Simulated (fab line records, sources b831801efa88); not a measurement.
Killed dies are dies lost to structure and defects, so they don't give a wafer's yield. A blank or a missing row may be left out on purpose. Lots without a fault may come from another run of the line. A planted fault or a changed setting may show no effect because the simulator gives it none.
Which tool did it? | flow sky130 | 10 lots, 30 wafers sampled, at 4 steps of a route of 708

WHAT THE GAUGES READ, wafer by wafer
SKY_VIA2_RS_MEAS_22: measures by four-point-probe.
lot  | measured     | on            | VIA2_W_RS (ohm/sq)
L461 | day 37 19:54 | film_metro-01 | 0.2756 0.2721 0.2778
L462 | day 37 23:04 | film_metro-03 | 0.2744 0.2775 0.2741
L463 | day 38 07:19 | film_metro-03 | 0.2743 0.2712 0.2725
L465 | day 39 02:19 | film_metro-04 | 0.2728 0.2752 0.2770
L468 | day 39 19:36 | film_metro-01 | 0.2758 0.1632 0.2793
L476 | day 43 11:03 | film_metro-04 | 0.2821 0.2755 0.2790
L479 | day 43 12:02 | film_metro-04 | 0.2724 0.2715 0.2762
L477 | day 43 12:58 | film_metro-01 | 0.2762 0.2780 0.2754
L475 | day 43 14:56 | film_metro-03 | 0.2752 0.2761 0.2768
L478 | day 43 18:49 | film_metro-03 | 0.2713 0.2698 0.2700

SKY_VIA2_THK_MEAS_23: measures by xrf.
lot  | measured     | on            | VIA2_W_THK (nm)
L461 | day 37 20:01 | film_metro-01 | 426 431 425
L462 | day 37 23:11 | film_metro-03 | 412 407 412
L463 | day 38 07:25 | film_metro-03 | 413 417 416
L465 | day 39 02:26 | film_metro-04 | 417 406 404
L468 | day 39 19:43 | film_metro-01 | 416 - 412
L476 | day 43 11:09 | film_metro-04 | 397 405 401
L479 | day 43 12:10 | film_metro-04 | 413 411 402
L477 | day 43 13:05 | film_metro-01 | 418 411 418
L475 | day 43 15:02 | film_metro-03 | 407 405 407
L478 | day 43 18:55 | film_metro-03 | 411 418 417

WHICH TOOL RAN EACH LOT (tool, then ch and the chambers of the sampled wafers, then the start)
lot  | SKY_METAL2_METAL_ETCH_19          | SKY_VIA2_CVD_21
L461 | rie_metal-02 ch 0,1, day 36 16:05 | cvd_w-01 ch 0,1, day 37 19:45
L462 | rie_metal-01 ch 0,1, day 36 19:37 | cvd_w-01 ch 0,1, day 37 22:56
L463 | rie_metal-02 ch 0,1, day 37 03:57 | cvd_w-01 ch 0,1, day 38 07:11
L465 | rie_metal-03 ch 0,1, day 37 23:27 | cvd_w-02 ch 0,1, day 39 02:11
L468 | rie_metal-03 ch 0, day 38 16:56   | cvd_w-01 ch 1, day 39 19:27
L476 | rie_metal-01 ch 0,1, day 42 09:53 | cvd_w-01 ch 0,1, day 43 10:56
L479 | rie_metal-02 ch 0,1, day 42 10:11 | cvd_w-01 ch 0,1, day 43 11:55
L477 | rie_metal-03 ch 1, day 42 11:58   | cvd_w-02 ch 0,1, day 43 12:50
L475 | rie_metal-03 ch 0,1, day 42 13:20 | cvd_w-02 ch 0,1, day 43 14:47
L478 | rie_metal-03 ch 0,1, day 42 17:36 | cvd_w-02 ch 0,1, day 43 18:40
- SKY_METAL2_METAL_ETCH_19: etches the open film in Cl2/BCl3, stops on SiO2, target depth 360 nm, time 78 s.
- SKY_VIA2_CVD_21: deposits W, target thk 420 nm, time 126.4 s.

WHAT THE TOOLS THEMSELVES READ (means of the sampled wafers that have a number; where no wafer has one, the mark that the record gives instead)
SKY_METAL2_METAL_ETCH_19.
lot  | tool         | bcl3_flow_sccm (sccm) | drypump_motor_current_A (A) | oes_product_au (a.u.) | throttle_valve_pct (%)
L461 | rie_metal-02 | 30.07                 | 6.6                         | 0.854                 | 22.265
L462 | rie_metal-01 | 29.90                 | 5.5                         | 0.855                 | 22.261
L463 | rie_metal-02 | 29.94                 | 6.6                         | 0.855                 | 22.257
L465 | rie_metal-03 | 30.11                 | 6.1                         | 0.855                 | 22.266
L468 | rie_metal-03 | 30.00                 | 6.3                         | 0.857                 | 22.266
L476 | rie_metal-01 | 29.96                 | 5.2                         | 0.849                 | 22.256
L479 | rie_metal-02 | 29.99                 | 6.6                         | 0.855                 | 22.257
L477 | rie_metal-03 | 29.94                 | 5.8                         | 0.861                 | 22.263
L475 | rie_metal-03 | 29.98                 | 6.0                         | 0.854                 | 22.265
L478 | rie_metal-03 | 29.98                 | 6.0                         | 0.856                 | 22.256

SKY_VIA2_CVD_21.
lot  | tool     | heater_power_w (W)
L461 | cvd_w-01 | 837
L462 | cvd_w-01 | 853
L463 | cvd_w-01 | 789
L465 | cvd_w-02 | 883
L468 | cvd_w-01 | 839
L476 | cvd_w-01 | 769
L479 | cvd_w-01 | 758
L477 | cvd_w-02 | 958
L475 | cvd_w-02 | 966
L478 | cvd_w-02 | 913

THE ANSWER, worked out from the rows above alone
Rule: what is usual is taken from the lots themselves. Put in order of their means at a reading, lots are off if they are a third of the lots or fewer, leave a main group of 4 or more, and stand apart from it by a gap of 3 or more times the standard deviation of the main group's means; of several such gaps the widest counts. A main group whose means are all the same, to the digits that the tables above print for the reading, isn't used. A lot without any number at a reading at which 4 lots or more have one is off too. The other lots that the step has rows for count as sound. The gauges are gone through in route order, then the tools' own readings, and for those a lot's mean is taken as printed above. The first step at which some lot is off is used, and at that step the reading that is off furthest; a lot without a number counts as furthest.
Off: L468, at SKY_VIA2_RS_MEAS_22 (VIA2_W_RS). The main group: mean 0.2748 ohm/sq, standard deviation 0.0023.
A tool fits if, at a process step before that reading, it ran every lot that is off, and no sound lot after the first of them. The gauges at SKY_VIA2_RS_MEAS_22 are tried like those tools. None of those tried fits.

WHAT THE SIMULATOR HAD PUT IN
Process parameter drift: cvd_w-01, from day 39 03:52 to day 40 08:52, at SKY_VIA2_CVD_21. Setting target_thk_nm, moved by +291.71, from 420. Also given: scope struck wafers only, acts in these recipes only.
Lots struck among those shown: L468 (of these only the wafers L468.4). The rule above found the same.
